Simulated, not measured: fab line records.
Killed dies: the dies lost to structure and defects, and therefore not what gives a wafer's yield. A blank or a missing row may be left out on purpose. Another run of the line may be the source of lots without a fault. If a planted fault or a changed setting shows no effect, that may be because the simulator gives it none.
Which tool was responsible? | flow gf180mcu | 10 lots with 30 wafers sampled at 6 steps, on a route of 602 steps

== WHAT THE GAUGES READ, wafer by wafer ==
GF_V3_OVL_MEAS_15.
lot  | measured     | on         | V3_OVL (nm)
L211 | day 23 07:11 | overlay-01 | -7 -6 -8
L215 | day 24 08:44 | overlay-01 | -6 -12 -7
L217 | day 25 11:05 | overlay-02 | 1 0 -7
L218 | day 25 12:51 | overlay-02 | 0 -3 0
L219 | day 25 21:27 | overlay-02 | 0 2 1
L222 | day 26 13:25 | overlay-02 | 0 -8 0
L223 | day 26 23:45 | overlay-02 | -1 -1 6
L225 | day 27 10:05 | overlay-02 | 2 3 -1
L232 | day 29 07:57 | overlay-02 | -7 -4 2
L233 | day 29 14:20 | overlay-01 | 2 0 -5

GF_V3_RS_MEAS_24: a four-point-probe measurement.
lot  | measured     | on           | V3_W_RS (ohm/sq)
L211 | day 23 08:07 | filmMetro-01 | 0.322 0.320 0.320
L215 | day 24 09:41 | filmMetro-01 | 0.328 0.321 0.323
L217 | day 25 12:00 | filmMetro-04 | 0.326 0.317 0.322
L218 | day 25 13:46 | filmMetro-01 | 0.323 0.334 0.329
L219 | day 25 22:22 | filmMetro-01 | 0.330 0.331 0.329
L222 | day 26 14:21 | filmMetro-02 | 0.249 0.322 0.318 0.249 0.322 0.318
L223 | day 27 00:44 | filmMetro-04 | 0.321 0.320 0.245 0.322 0.319 0.246
L225 | day 27 11:00 | filmMetro-01 | 0.333 0.326 0.333
L232 | day 29 08:53 | filmMetro-04 | 0.326 0.335 0.327
L233 | day 29 15:17 | filmMetro-02 | 0.314 0.322 0.317

GF_V3_THK_MEAS_25: measures by xrf.
lot  | measured     | on           | V3_W_THK (nm)
L211 | day 23 08:13 | filmMetro-01 | 357 360 361
L215 | day 24 09:47 | filmMetro-01 | 349 356 356
L217 | day 25 12:07 | filmMetro-04 | 354 368 360
L218 | day 25 13:53 | filmMetro-01 | 352 342 348
L219 | day 25 22:29 | filmMetro-01 | 347 343 347
L222 | day 26 16:17 | filmMetro-02 | 471 359 364 467 361 368
L223 | day 27 03:32 | filmMetro-04 | 361 364 477 360 365 475
L225 | day 27 11:07 | filmMetro-01 | 338 350 342
L232 | day 29 08:59 | filmMetro-04 | 355 344 353
L233 | day 29 15:23 | filmMetro-02 | 374 364 368

== TOOL THAT RAN EACH LOT (tool first, then ch and the chambers of the sampled wafers, then the start) ==
lot  | GF_M3_METAL_ETCH_16              | GF_V3_SPUTTER_22            | GF_V3_CVD_23
L211 | rieMetal-03 ch 0,1, day 22 07:32 | pvdSputter-03, day 23 07:56 | cvdW-01 ch 0,1, day 23 07:59
L215 | rieMetal-03 ch 0,1, day 23 09:27 | pvdSputter-04, day 24 09:29 | cvdW-01 ch 0,1, day 24 09:34
L217 | rieMetal-02 ch 0,1, day 24 11:38 | pvdSputter-02, day 25 11:51 | cvdW-01 ch 0,1, day 25 11:53
L218 | rieMetal-03 ch 0,1, day 24 14:13 | pvdSputter-02, day 25 13:37 | cvdW-02 ch 0,1, day 25 13:39
L219 | rieMetal-02 ch 0,1, day 24 22:50 | pvdSputter-04, day 25 22:13 | cvdW-02 ch 0,1, day 25 22:14
L222 | rieMetal-02 ch 0,1, day 25 15:22 | pvdSputter-02, day 26 14:12 | cvdW-01 ch 0,1, day 26 14:14
L223 | rieMetal-03 ch 0,1, day 26 01:30 | pvdSputter-04, day 27 00:32 | cvdW-01 ch 0,1, day 27 00:37
L225 | rieMetal-01 ch 0,1, day 26 12:40 | pvdSputter-02, day 27 10:51 | cvdW-02 ch 0,1, day 27 10:53
L232 | rieMetal-02 ch 0,1, day 28 11:22 | pvdSputter-02, day 29 08:43 | cvdW-02 ch 0,1, day 29 08:44
L233 | rieMetal-02 ch 0,1, day 28 17:33 | pvdSputter-03, day 29 15:05 | cvdW-01 ch 0,1, day 29 15:10
- GF_M3_METAL_ETCH_16: etches the open film in Cl2/BCl3, stops on SiO2, target depth 627.5 nm, time 104.6 s.
- GF_V3_SPUTTER_22: material TiN, target thk 10 nm, time 40 s.
- GF_V3_CVD_23: deposits W, target thk 350 nm, time 104.9 s.

== WHAT THE TOOLS THEMSELVES READ (means of the sampled wafers that have a number; where no wafer has one, the mark that the record gives instead) ==
GF_M3_METAL_ETCH_16.
lot  | tool        | drypumpMotorCurrentA (A) | oesProductAu (a.u.) | throttleValvePct (%)
L211 | rieMetal-03 | 5.7                      | 0.973               | 28.252
L215 | rieMetal-03 | 5.5                      | 0.969               | 28.252
L217 | rieMetal-02 | 5.4                      | 0.976               | 28.249
L218 | rieMetal-03 | 5.6                      | 0.975               | 28.243
L219 | rieMetal-02 | 5.5                      | 0.980               | 28.228
L222 | rieMetal-02 | 5.4                      | 0.976               | 28.241
L223 | rieMetal-03 | 5.6                      | 0.971               | 28.242
L225 | rieMetal-01 | 5.9                      | 0.969               | 28.253
L232 | rieMetal-02 | 5.4                      | 0.980               | 28.240
L233 | rieMetal-02 | 5.5                      | 0.974               | 28.243

GF_V3_SPUTTER_22.
lot  | tool          | throttleValvePct (%)
L211 | pvdSputter-03 | 30.7
L215 | pvdSputter-04 | 30.3
L217 | pvdSputter-02 | 30.7
L218 | pvdSputter-02 | 31.2
L219 | pvdSputter-04 | 30.3
L222 | pvdSputter-02 | 30.8
L223 | pvdSputter-04 | 30.1
L225 | pvdSputter-02 | 30.4
L232 | pvdSputter-02 | 30.6
L233 | pvdSputter-03 | 29.3

GF_V3_CVD_23.
lot  | tool    | heaterPowerW (W)
L211 | cvdW-01 | 802
L215 | cvdW-01 | 840
L217 | cvdW-01 | 848
L218 | cvdW-02 | 921
L219 | cvdW-02 | 881
L222 | cvdW-01 | 847
L223 | cvdW-01 | 838
L225 | cvdW-02 | 908
L232 | cvdW-02 | 896
L233 | cvdW-01 | 850

== THE ANSWER, worked out from the rows above alone ==
Rule: the lots themselves supply what counts as usual. The widest of any qualifying gaps counts: lots, ordered by their means at a reading, are off when they make up no more than a third of the lots, leave a main group of 4 or more, and stand apart from it by 3 or more times the standard deviation of that group's means. A main group whose means are all the same, to the digits that the tables above print for the reading, isn't used. Also off: a lot with no number at a reading for which 4 or more lots have one. Any other lot the step has rows for is counted as sound. After the gauges, taken in route order, come the tools' own readings; for these a lot's mean is taken, as printed above. At the first step where some lot is off, the reading lying furthest off is the one used; lots without a number count as furthest.
Off: at GF_V3_RS_MEAS_24 (V3_W_RS), L222, L223. The main group: mean 0.325 ohm/sq, standard deviation 0.0047.
If a tool, at a process step before that reading, ran all the lots that are off and no sound lot after the first of them, it fits. Gauges at GF_V3_RS_MEAS_24: tried the same way as those tools. Not one of the candidates tried fits.

== WHAT HAD BEEN PUT IN BY THE SIMULATOR ==
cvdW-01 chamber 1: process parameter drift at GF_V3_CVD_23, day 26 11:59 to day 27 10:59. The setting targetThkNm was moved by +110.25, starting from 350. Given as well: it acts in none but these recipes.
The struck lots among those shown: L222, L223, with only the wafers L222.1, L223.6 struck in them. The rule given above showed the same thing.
